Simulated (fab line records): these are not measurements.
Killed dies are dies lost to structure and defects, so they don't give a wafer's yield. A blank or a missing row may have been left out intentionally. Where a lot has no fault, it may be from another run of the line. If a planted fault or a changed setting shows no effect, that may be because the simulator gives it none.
fab line records | flow sky130
record: lots: 6 | wafers: 18 | last_day: 49
route steps=708 shown POLY_GATE@235 LDD_N@237 LDD_P@255 PAD_OPEN@708
lots that met no fault: taken from a fault-free run of the same line
start_h: start of the lot's first displayed wafer, in hours after the record's first day | wait_h: how many hours have passed since the lot's step before this one | " repeats the value in the row above | L1.1+2: one row covering several wafers at once | - either no value or no given start | * or withheld: withheld | < > ~ a bound
route shown NAME@n: names a module that has steps shown in the file, with the first one's number in the route | usual: mean/standard deviation of fault-free wafers | same: alike in all rows | chamber/n: place in a boat | sites: each site's reading | _std_site: standard deviation across them | _edge_site: the outer-site mean with the inner-site mean subtracted | radius_mm: how far each site lies from the wafer's centre | mask NAME#n: copy n | behind: the last tool/chamber to shape the wafer | hold: reason for holding the lot/hours on hold/outcome of the hold | device: the n, p or np transistor that did not switch | end of line: the same wafers' tests at the end of the route | a step given without rows: its recipe and nothing more | killed: dies that structure and defects cost at the first sort, which is not the same as the wafer's yield | map: shows each die of a wafer: x if killed, . if not, _ if none is there
set.NAME: the setting the step ran with; set.NAME@STEP: the setting that earlier step ran with | model.NAME: the simulator's own value behind a step, which no gauge read
lots at selected steps of the route; one table per step, one row per wafer
services: from which hour (start_h, from the record's first day; less than 0 if before it) a tool's chamber was out of use, for how many hours, and why
== steps ==
step: SKY_POLY_GATE_THK_MEAS_21
recipe: reads: SiO2_of_POLY_GATE_OXIDATION_20
usual: POLY_GATE_OXIDATION_THK: 3.98/0.067
lot.wafer | tool          | chamber | start_h | wait_h | POLY_GATE_OXIDATION_THK[nm]
L605.2    | film_metro-04 | -       | 411.73  | 0.0    | 4.11
L605.4    | "             | -       | "       | "      | 4.06
L605.6    | "             | -       | "       | "      | 4.02
L607.1    | film_metro-02 | -       | 430.03  | 0.0    | 3.95
L607.2    | "             | -       | "       | "      | 3.95
L607.6    | "             | -       | "       | "      | 3.89
L615.1    | film_metro-02 | -       | 492.87  | 0.0    | 4.02
L615.2    | "             | -       | "       | "      | 4.03
L615.5    | "             | -       | "       | "      | 4.02
L616.1    | film_metro-04 | -       | 504.08  | 0.0    | 3.89
L616.2    | "             | -       | "       | "      | 4.05
L616.6    | "             | -       | "       | "      | 3.97
L620.1    | film_metro-02 | -       | 538.68  | 0.0    | 3.94
L620.2    | "             | -       | "       | "      | 4.04
L620.4    | "             | -       | "       | "      | 4.03
L621.4    | film_metro-04 | -       | 546.87  | 0.0    | 3.91
L621.5    | "             | -       | "       | "      | 3.96
L621.6    | "             | -       | "       | "      | 3.95
step: SKY_POLY_GATE_CD_MEAS_22
usual: cd_nm: 150.0/2.2
lot.wafer | tool      | chamber | start_h | wait_h | cd_nm
L605.2    | cd_sem-01 | -       | 411.81  | 0.1    | 151.8
L605.4    | "         | -       | "       | "      | 152.0
L605.6    | "         | -       | "       | "      | 146.8
L607.1    | cd_sem-02 | -       | 430.09  | 0.1    | 153.8
L607.2    | "         | -       | "       | "      | 150.7
L607.6    | "         | -       | "       | "      | 153.7
L615.1    | cd_sem-02 | -       | 492.93  | 0.1    | 149.1
L615.2    | "         | -       | "       | "      | 148.3
L615.5    | "         | -       | "       | "      | 150.6
L616.1    | cd_sem-02 | -       | 504.14  | 0.1    | 148.7
L616.2    | "         | -       | "       | "      | 153.0
L616.6    | "         | -       | "       | "      | 153.5
L620.1    | cd_sem-01 | -       | 538.74  | 0.1    | 149.6
L620.2    | "         | -       | "       | "      | 147.3
L620.4    | "         | -       | "       | "      | 149.3
L621.4    | cd_sem-02 | -       | 546.99  | 0.1    | 152.3
L621.5    | "         | -       | "       | "      | 148.1
L621.6    | "         | -       | "       | "      | 148.5
step: SKY_LDD_N_DEHYDRATE_00
recipe: temp_c: 200 | time_s: 60
step: SKY_LDD_N_HMDS_01
recipe: prime_time_s: 60 | prime_temp_c: 120
step: SKY_LDD_N_COAT_02
recipe: resist: NOVOLAK | spin_rpm: 3000 | resist_thk_nm: 300
step: SKY_LDD_N_SOFTBAKE_03
recipe: temp_c: 90 | time_s: 60 | resist: NOVOLAK
step: SKY_LDD_N_EXPOSE_04
recipe: mask_id: NTM | target_cd_nm: 840 | na: 0.6 | source_shape: conventional | sigma_outer: 0.6 | dose_mj: 110
step: SKY_LDD_N_PEB_05
recipe: temp_c: withheld | time_s: * | resist: NOVOLAK
step: SKY_LDD_N_DEVELOP_06
recipe: develop_time_s: 60 | dev_temp_c: 23
step: SKY_LDD_N_OVL_MEAS_07
usual: LDD_N_OVL: 0.5/1.3
lot.wafer | tool       | chamber | start_h | wait_h | LDD_N_OVL[nm]
L605.2    | overlay-02 | -       | 443.59  | 0.1    | 2.6
L605.4    | "          | -       | "       | "      | 2.1
L605.6    | "          | -       | "       | "      | 2.3
L607.1    | overlay-01 | -       | 461.38  | 0.1    | 0.0
L607.2    | "          | -       | "       | "      | 1.0
L607.6    | "          | -       | "       | "      | 0.6
L615.1    | overlay-02 | -       | 523.29  | 0.1    | -2.3
L615.2    | "          | -       | "       | "      | -2.8
L615.5    | "          | -       | "       | "      | 0.6
L616.1    | overlay-01 | -       | 534.63  | 0.1    | 1.1
L616.2    | "          | -       | "       | "      | 0.4
L616.6    | "          | -       | "       | "      | 0.4
L620.1    | overlay-02 | -       | 568.68  | 0.1    | 0.1
L620.2    | "          | -       | "       | "      | -1.0
L620.4    | "          | -       | "       | "      | 0.9
L621.4    | overlay-02 | -       | 576.45  | 0.1    | -0.7
L621.5    | "          | -       | "       | "      | -1.5
L621.6    | "          | -       | "       | "      | -2.0
step: SKY_LDD_N_IMPLANT_08
recipe: species: As | energy_kev: 20 | dose_cm2: 7.5e+13 | tilt_deg: withheld | rotation_deg: 23
step: SKY_LDD_N_IMPLANT_09
recipe: species: As | energy_kev: 20 | dose_cm2: 7.5e+13 | tilt_deg: withheld | rotation_deg: 113
step: SKY_LDD_N_IMPLANT_10
recipe: species: As | energy_kev: 20 | dose_cm2: 7.5e+13 | tilt_deg: withheld | rotation_deg: 203
usual: beam_energy_keV: 20.001/0.0061 | dose_ions_cm2: 7.503e+13/6.8e+10 | faraday_current_uA: 423/7.9
lot.wafer | tool         | chamber | start_h | wait_h | beam_energy_keV | dose_ions_cm2 | faraday_current_uA
L605.2    | implanter-04 | 0       | 443.94  | 0.1    | 20.008          | 7.503e+13     | 416
L605.4    | "            | 0       | "       | "      | 20.007          | 7.494e+13     | 428
L605.6    | "            | 0       | "       | "      | 20.002          | 7.506e+13     | 416
L607.1    | implanter-03 | 0       | 461.72  | 0.1    | 19.996          | 7.509e+13     | 421
L607.2    | "            | 0       | "       | "      | 20.004          | 7.509e+13     | 423
L607.6    | "            | 0       | "       | "      | 20.008          | 7.508e+13     | 413
L615.1    | implanter-04 | 0       | 523.63  | 0.1    | 19.997          | 5.362e+13     | 300
L615.2    | "            | 0       | "       | "      | 19.999          | 5.364e+13     | 302
L615.5    | "            | 0       | "       | "      | 20.006          | 5.355e+13     | 308
L616.1    | implanter-04 | 0       | 534.97  | 0.1    | 19.995          | 5.348e+13     | 304
L616.2    | "            | 0       | "       | "      | 20.008          | 5.353e+13     | 298
L616.6    | "            | 0       | "       | "      | 19.994          | 5.351e+13     | 301
L620.1    | implanter-02 | 0       | 569.02  | 0.1    | 19.998          | 7.508e+13     | 419
L620.2    | "            | 0       | "       | "      | 19.996          | 7.496e+13     | 424
L620.4    | "            | 0       | "       | "      | 20.001          | 7.503e+13     | 416
L621.4    | implanter-02 | 0       | 576.84  | 0.1    | 20.004          | 7.498e+13     | 415
L621.5    | "            | 0       | "       | "      | 20.003          | 7.503e+13     | 422
L621.6    | "            | 0       | "       | "      | 19.996          | 7.493e+13     | 434
step: SKY_LDD_N_IMPLANT_11
recipe: species: As | energy_kev: 20 | dose_cm2: 7.5e+13 | tilt_deg: withheld | rotation_deg: 293
step: SKY_LDD_N_IMPLANT_12
recipe: species: BF2 | energy_kev: 50 | dose_cm2: 5e+12 | tilt_deg: 30 | rotation_deg: 0
step: SKY_LDD_N_IMPLANT_13
recipe: species: BF2 | energy_kev: 50 | dose_cm2: 5e+12 | tilt_deg: 30 | rotation_deg: 90
step: SKY_LDD_N_IMPLANT_14
recipe: species: BF2 | energy_kev: 50 | dose_cm2: 5e+12 | tilt_deg: 30 | rotation_deg: 180
step: SKY_LDD_N_IMPLANT_15
recipe: species: BF2 | energy_kev: 50 | dose_cm2: 5e+12 | tilt_deg: 30 | rotation_deg: 270
step: SKY_LDD_N_STRIP_16
recipe: chemistry: O2/N2 | power_w: 1400 | pressure_mtorr: 1500 | platen_temp_c: withheld | o2_flow_sccm: 3000 | n2_flow_sccm: 300 | overash_fraction: 0.5
usual: drypump_motor_current_A: 5.8/0.41 | oes_product_au: 0.407/0.0048 | strip_time_to_endpoint_s: 4.321/0.015
lot.wafer | tool            | chamber | start_h | wait_h | drypump_motor_current_A | oes_product_au | rf_hours_counter_h | strip_time_to_endpoint_s
L605.2    | plasma_asher-04 | 1       | 444.82  | 0.1    | 6.7                     | 0.406          | 76                 | 4.322
L605.4    | "               | 0       | "       | "      | 5.3                     | 0.406          | -                  | 4.334
L605.6    | "               | 0       | "       | "      | 5.4                     | 0.407          | -                  | 4.316
L607.1    | plasma_asher-04 | 1       | 462.62  | 0.1    | 6.6                     | 0.403          | 78                 | 4.311
L607.2    | "               | 0       | "       | "      | 5.4                     | 0.409          | 78                 | 4.291
L607.6    | "               | 1       | "       | "      | 6.6                     | 0.407          | -                  | 4.300
L615.1    | plasma_asher-04 | 1       | 524.53  | 0.1    | 6.7                     | 0.402          | 84                 | 4.259
L615.2    | "               | 0       | "       | "      | 5.3                     | 0.412          | 84                 | 4.240
L615.5    | "               | 0       | "       | "      | 5.3                     | 0.401          | -                  | 4.257
L616.1    | plasma_asher-01 | 1       | 535.87  | 0.1    | 5.6                     | 0.406          | 65                 | 4.235
L616.2    | "               | 0       | "       | "      | 6.0                     | 0.407          | 65                 | 4.254
L616.6    | "               | 1       | "       | "      | 5.7                     | 0.402          | -                  | 4.276
L620.1    | plasma_asher-02 | 0       | 569.92  | 0.1    | 5.5                     | 0.406          | 46                 | 4.320
L620.2    | "               | 1       | "       | "      | 5.9                     | 0.412          | 46                 | 4.333
L620.4    | "               | 1       | "       | "      | 5.9                     | 0.412          | -                  | 4.334
L621.4    | plasma_asher-01 | 0       | 577.70  | 0.1    | 6.0                     | 0.406          | -                  | 4.338
L621.5    | "               | 0       | "       | "      | 6.0                     | 0.404          | -                  | 4.325
L621.6    | "               | 1       | "       | "      | 5.6                     | 0.406          | -                  | 4.307
step: SKY_LDD_N_TW_MEAS_17
usual: LDD_N_TW: 2581/12
lot.wafer | tool          | chamber | start_h | wait_h | LDD_N_TW
L605.2    | film_metro-01 | -       | 444.93  | 0.1    | 2584
L605.4    | "             | -       | "       | "      | 2592
L605.6    | "             | -       | "       | "      | 2595
L607.1    | film_metro-01 | -       | 462.72  | 0.1    | 2591
L607.2    | "             | -       | "       | "      | 2607
L607.6    | "             | -       | "       | "      | 2583
L615.1    | film_metro-03 | -       | 524.63  | 0.1    | 2559
L615.2    | "             | -       | "       | "      | 2533
L615.5    | "             | -       | "       | "      | 2535
L616.1    | film_metro-03 | -       | 535.97  | 0.1    | 2526
L616.2    | "             | -       | "       | "      | 2538
L616.6    | "             | -       | "       | "      | 2540
L620.1    | film_metro-01 | -       | 570.02  | 0.1    | 2589
L620.2    | "             | -       | "       | "      | 2596
L620.4    | "             | -       | "       | "      | 2590
L621.4    | film_metro-03 | -       | 577.80  | 0.1    | 2571
L621.5    | "             | -       | "       | "      | 2579
L621.6    | "             | -       | "       | "      | 2571
step: SKY_LDD_P_DEHYDRATE_00
recipe: temp_c: 200 | time_s: 60
step: SKY_PAD_OPEN_PROBE_99
usual: killed_at_M0_to_M3: 45/6.8 | killed_at_M4_up: 3.0/1.7 | killed_at_contacts: 25/5.7 | killed_at_front_end: 15/4.6 | killed_at_other: 0.3/0.66 | killed_dies: 88/9.5 | killed_open: 48/7.3 | killed_short: 39/6.5
same: gross_dies: 492 | killed_at_back_side: 0
lot.wafer | tool      | chamber | start_h | wait_h | killed_at_M0_to_M3 | killed_at_M4_up | killed_at_contacts | killed_at_front_end | killed_at_other | killed_dies | killed_open | killed_short | model.etest.tip_n.rs_ohm_sq
L605.2    | prober-02 | -       | 1104.56 | 0.1    | 48                 | 4               | 28                 | 15                  | 0               | 95          | 41          | 54           | 448.1
L605.4    | prober-02 | -       | 1104.66 | 0.2    | 39                 | 6               | 20                 | 12                  | 0               | 77          | 39          | 38           | 447.3
L605.6    | prober-02 | -       | 1104.76 | 0.2    | 56                 | 3               | 36                 | 16                  | 1               | 112         | 62          | 50           | 444.8
L607.1    | prober-02 | -       | 1112.06 | 0.1    | 43                 | 6               | 27                 | 17                  | 0               | 93          | 54          | 39           | 446.2
L607.2    | prober-02 | -       | 1112.11 | 0.1    | 57                 | 2               | 26                 | 20                  | 0               | 105         | 58          | 47           | 440.5
L607.6    | prober-02 | -       | 1112.31 | 0.2    | 38                 | 1               | 30                 | 14                  | 0               | 83          | 39          | 44           | 443.3
L615.1    | prober-02 | -       | 1154.10 | 0.1    | 45                 | 3               | 19                 | 12                  | 0               | 79          | 47          | 32           | 467.7
L615.2    | prober-02 | -       | 1154.15 | 0.1    | 34                 | 3               | 37                 | 12                  | 2               | 88          | 50          | 38           | 472.7
L615.5    | prober-02 | -       | 1154.30 | 0.2    | 40                 | 2               | 32                 | 15                  | 0               | 89          | 45          | 43           | 468.7
L616.1    | prober-01 | -       | 1158.50 | 0.1    | 39                 | 8               | 27                 | 18                  | 3               | 95          | 49          | 46           | 463.1
L616.2    | prober-01 | -       | 1158.55 | 0.1    | 42                 | 4               | 18                 | 8                   | 0               | 72          | 35          | 37           | 468.2
L616.6    | prober-01 | -       | 1158.75 | 0.2    | 44                 | 3               | 18                 | 17                  | 0               | 82          | 40          | 42           | 464.6
L620.1    | prober-01 | -       | 1181.65 | 0.1    | 39                 | 2               | 27                 | 19                  | 0               | 87          | 56          | 31           | 446.8
L620.2    | prober-01 | -       | 1181.70 | 0.1    | 46                 | 2               | 22                 | 15                  | 0               | 85          | 42          | 43           | 441.7
L620.4    | prober-01 | -       | 1181.80 | 0.2    | 34                 | 3               | 25                 | 9                   | 1               | 72          | 41          | 30           | 440.9
L621.4    | prober-02 | -       | 1186.06 | 0.2    | 43                 | 3               | 25                 | 13                  | 0               | 84          | 50          | 34           | 443
L621.5    | prober-02 | -       | 1186.11 | 0.2    | 50                 | 3               | 33                 | 12                  | 0               | 98          | 59          | 37           | 439.7
L621.6    | prober-02 | -       | 1186.16 | 0.2    | 38                 | 1               | 37                 | 7                   | 0               | 83          | 51          | 31           | 443.4
killed by level:class
L605.2 CONTACT:geometric_particle:open=9 METAL2:geometric_particle:short=9 VIA1:geometric_particle:open=8 VIA2:geometric_particle:open=8 POLY_GATE:geometric_particle:short=7 LI_CONTACT:geometric_particle:open=6 VIA2:geometric_particle:short=6 CONTACT:geometric_particle:short=5
L605.4 CONTACT:geometric_particle:short=7 VIA1:geometric_particle:open=7 CONTACT:geometric_particle:open=6 VIA2:geometric_particle:short=6 VIA2:geometric_particle:open=6 METAL2:geometric_particle:short=5 VIA1:geometric_particle:short=4 VIA3:geometric_particle:open=4
L605.6 VIA1:geometric_particle:open=14 LI_CONTACT:geometric_particle:open=12 CONTACT:geometric_particle:open=11 LOCAL_INTERCONNECT:geometric_particle:short=8 VIA1:geometric_particle:short=6 VIA2:geometric_particle:open=6 FIELD_ISO:geometric_particle:short=5 VIA3:geometric_particle:short=5
L607.1 CONTACT:geometric_particle:open=14 VIA2:geometric_particle:open=9 METAL1:geometric_particle:short=8 LI_CONTACT:geometric_particle:open=5 VIA1:geometric_particle:open=5 POLY_GATE:geometric_particle:short=4 POLY_GATE:geometric_particle:open=4 LI_CONTACT:geometric_particle:short=4
L607.2 VIA1:geometric_particle:open=13 CONTACT:geometric_particle:open=11 VIA2:geometric_particle:open=9 VIA3:geometric_particle:open=7 FIELD_ISO:geometric_particle:open=6 LI_CONTACT:geometric_particle:open=6 VIA1:geometric_particle:short=6 FIELD_ISO:geometric_particle:short=5
L607.6 VIA1:geometric_particle:open=9 CONTACT:geometric_particle:short=7 VIA1:geometric_particle:short=6 LI_CONTACT:geometric_particle:short=6 LI_CONTACT:geometric_particle:open=6 LOCAL_INTERCONNECT:geometric_particle:short=6 VIA2:geometric_particle:open=6 CONTACT:geometric_particle:open=5
L615.1 VIA2:geometric_particle:open=10 VIA3:geometric_particle:open=9 VIA1:geometric_particle:open=8 LI_CONTACT:geometric_particle:open=6 FIELD_ISO:geometric_particle:short=5 CONTACT:geometric_particle:open=5 VIA1:geometric_particle:short=4 METAL1:geometric_particle:short=4
L615.2 CONTACT:geometric_particle:open=12 VIA1:geometric_particle:open=11 LOCAL_INTERCONNECT:geometric_particle:short=10 LI_CONTACT:geometric_particle:open=8 FIELD_ISO:geometric_particle:short=4 METAL1:geometric_particle:short=4 METAL3:geometric_particle:short=4 METAL2:geometric_particle:short=4
L615.5 VIA1:geometric_particle:open=9 CONTACT:geometric_particle:short=8 CONTACT:geometric_particle:open=8 LI_CONTACT:geometric_particle:open=7 LOCAL_INTERCONNECT:geometric_particle:short=6 METAL1:geometric_particle:short=6 FIELD_ISO:geometric_particle:open=5 POLY_GATE:geometric_particle:short=5
L616.1 LI_CONTACT:geometric_particle:open=8 VIA1:geometric_particle:open=8 CONTACT:geometric_particle:open=7 CONTACT:geometric_particle:short=6 METAL1:geometric_particle:short=6 VIA3:geometric_particle:open=5 METAL2:geometric_particle:short=5 FIELD_ISO:geometric_particle:short=4
L616.2 VIA3:geometric_particle:open=10 METAL1:geometric_particle:short=9 CONTACT:geometric_particle:short=7 VIA1:geometric_particle:open=5 CONTACT:geometric_particle:open=5 VIA2:geometric_particle:open=5 METAL2:geometric_particle:short=5 FIELD_ISO:geometric_particle:open=3
L616.6 VIA3:geometric_particle:open=9 VIA1:geometric_particle:open=8 CONTACT:geometric_particle:open=8 METAL2:geometric_particle:short=7 FIELD_ISO:geometric_particle:short=6 VIA2:geometric_particle:short=6 CONTACT:geometric_particle:short=5 FIELD_ISO:geometric_particle:open=4
L620.1 VIA1:geometric_particle:open=11 LI_CONTACT:geometric_particle:open=10 CONTACT:geometric_particle:open=8 FIELD_ISO:geometric_particle:short=6 VIA3:geometric_particle:open=6 VIA2:geometric_particle:open=6 METAL1:geometric_particle:short=5 CONTACT:geometric_particle:short=5
L620.2 METAL1:geometric_particle:short=10 LI_CONTACT:geometric_particle:open=9 VIA3:geometric_particle:open=7 FIELD_ISO:geometric_particle:short=6 VIA2:geometric_particle:open=6 CONTACT:geometric_particle:short=6 FIELD_ISO:geometric_particle:open=5 VIA1:geometric_particle:short=5
L620.4 LI_CONTACT:geometric_particle:open=8 CONTACT:geometric_particle:open=8 VIA2:geometric_particle:open=7 VIA3:geometric_particle:open=5 VIA1:geometric_particle:open=5 METAL2:geometric_particle:short=5 VIA2:geometric_particle:short=4 FIELD_ISO:geometric_particle:short=3
L621.4 CONTACT:geometric_particle:open=13 VIA1:geometric_particle:open=10 METAL1:geometric_particle:short=6 CONTACT:geometric_particle:short=5 VIA3:geometric_particle:open=5 LI_CONTACT:geometric_particle:open=4 VIA2:geometric_particle:open=4 POLY_GATE:geometric_particle:short=3
L621.5 CONTACT:geometric_particle:open=12 VIA1:geometric_particle:open=12 LI_CONTACT:geometric_particle:open=10 VIA2:geometric_particle:open=9 VIA2:geometric_particle:short=6 CONTACT:geometric_particle:short=4 VIA1:geometric_particle:short=4 METAL2:geometric_particle:short=4
L621.6 CONTACT:geometric_particle:open=15 VIA1:geometric_particle:open=9 CONTACT:geometric_particle:short=9 LI_CONTACT:geometric_particle:open=7 VIA3:geometric_particle:open=7 LOCAL_INTERCONNECT:geometric_particle:short=5 VIA2:geometric_particle:open=5 METAL2:geometric_particle:open=3
== services ==
tool            | chamber | start_h | hours | kind
implanter-04    | -       | 423.11  | 11.6  | repair
plasma_asher-02 | -       | 437.56  | 1.0   | repair
plasma_asher-01 | -       | 440.53  | 14.6  | pm
plasma_asher-04 | -       | 456.77  | 1.7   | repair
plasma_asher-01 | -       | 458.41  | 7.9   | repair
plasma_asher-04 | -       | 478.29  | 0.9   | repair
implanter-03    | -       | 494.88  | 80.7  | pm
plasma_asher-02 | -       | 515.58  | 13.3  | repair
implanter-02    | -       | 521.89  | 2.9   | repair
plasma_asher-04 | -       | 543.83  | 2.8   | pm
implanter-02    | -       | 556.36  | 4.4   | pm
implanter-04    | -       | 567.74  | 1.7   | repair
implanter-03    | -       | 575.57  | 2.2   | pm
== key ==
first_sign: step: SKY_LDD_N_IMPLANT_10 | reading: dose_ions_cm2 | direction: down | sigmas: 99+ | usual: * | struck: *
effect: step: SKY_LDD_N_IMPLANT_10 | reading: faraday_current_uA | direction: down | sigmas: 15 | usual: 423 | struck: 302
effect: step: SKY_LDD_N_STRIP_16 | reading: strip_time_to_endpoint_s | direction: down | sigmas: 4.6 | usual: * | struck: *
effect: step: SKY_LDD_N_TW_MEAS_17 | reading: LDD_N_TW | direction: down | sigmas: 3.5 | usual: 2581 | struck: 2539
model_effect: step: SKY_PAD_OPEN_PROBE_99 | value: etest.tip_n.rs_ohm_sq | without: 445.7 | struck: 467.5
met_at SKY_LDD_N_IMPLANT_10
struck_wafers L615.1,L615.2,L615.5,L616.1,L616.2,L616.6
tester_left_out L615,L616
onset_between 443.94 523.63
fault: kind: process_parameter_drift | tool: implanter-04 | chamber: - | onset_h: 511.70 | steps: SKY_LDD_N_IMPLANT_10 | channel: dose_cm2 | offset: * | shape: step | end_h: 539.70 | acts_in: * | stated: *
tester_left_out: of these lots the tester's yield and bins aren't shown, on N5 and GAA mostly nor the transistor test; their killed dies are dies lost to structure and defects alone, not to doping, threshold or leakage, so they don't give the yield
